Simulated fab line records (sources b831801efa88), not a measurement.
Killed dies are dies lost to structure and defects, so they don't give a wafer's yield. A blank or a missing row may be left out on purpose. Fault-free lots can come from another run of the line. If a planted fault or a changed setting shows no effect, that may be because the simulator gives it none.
8D (eight disciplines) problem report, filled in by code	flow sky130	the parts of the form that need people (team, actions taken, sign-off) are left out

## 1. THE PROBLEM
SONOS_ONO_OXIDATION_THK at SKY_SONOS_ONO_THK_MEAS_01 reads a mean of 2.22 nm on 6 wafers of 2 lots; wafers without a fault read 2.62 nm with a standard deviation of 0.059. That is -6.8 standard deviations from the usual mean.
The first sign was on wafer L389.3 at day 13 16:42, on film metro-03. The record has a number at this step for 39 wafers belonging to 13 lots. Rule for "out" (also "out of limits"): further than 4 standard deviations from the usual mean. The rest of the wafers with a number are treated as sound.

## 2. WHAT IT IS, AND WHAT IT ISN'T
question	is	is not
which readings at this step	SONOS_ONO_OXIDATION_THK	-
which lots	L389, L390	L382, L383, L384, L386, L395, L398, L401, L402, L403, L404, L405
which wafers of those lots	all that have a number	-
read on which gauges	film metro-01, film metro-03	film metro-02
when	from day 13 16:42	up to then (12 sound wafers); but 21 sound wafers of L395, L398, L401, L402, L403, L404, L405 came after

## 3. WHAT RULES OUT EACH SUSPECT
Counting: a tool at a process step up to the reading stays a suspect if it ran every lot that is out and no sound lot after the first of them.
- the gauge at SKY_SONOS_ONO_THK_MEAS_01 has been ruled out. 2 gauges (film metro-01, film metro-03) read the wafers that are out.
- furnace-02 at SKY_SONOS_ONO_OXIDATION_00 (stabilise 600 s, purge 300 s, target thk 2.6 nm): ruled out as a lasting fault. Sound lots L398, L401, L403, L404, L405 ran on it after its first lot that is out, L389 (day 13 15:20).
Left after counting: nothing in the record.

## 4. THE CAUSE (what the simulator had put in)
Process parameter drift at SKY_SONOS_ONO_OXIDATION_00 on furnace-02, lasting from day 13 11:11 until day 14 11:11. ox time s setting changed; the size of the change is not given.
The count ruled it out by mistake, since the rule takes a fault to strike every lot its tool runs from the start of the fault on, and this one did not do so.

## 5. THE EFFECT CHAIN, in route order
Each row: a reading whose mean over the struck wafers that have a number lies more than 3 standard deviations from the usual. Only readings whose record carries a usual standard deviation are examined. hours: median over the lots of the time between each lot's start at the first step of this table that gives one and its start at this step. sigmas: the change, counted in usual standard deviations.
hours	step	reading	usual	on struck wafers	change	sigmas
0	SKY_SONOS_ONO_THK_MEAS_01	SONOS_ONO_OXIDATION_THK	2.62 nm	2.22	-0.40	-6.8
At these later measuring or inspecting steps, every struck wafer for which the step has a row has a number for every such reading, and none has moved that far: SKY_LDD_P_CD_MEAS_07, SKY_METAL1_CD_MEAS_15, SKY_VIA1_CD_MEAS_12.

## 6. HOW IT WOULD HAVE BEEN CAUGHT EARLIER
In this record the first reading out of limits at a measuring or inspecting step was taken at day 13 16:42, 6 hours after the fault began at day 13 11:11.
No tool reading at SKY_SONOS_ONO_OXIDATION_00 that has a usual standard deviation in the record was out on any struck wafer, so an alarm limit of 4 standard deviations on those readings would not have fired.
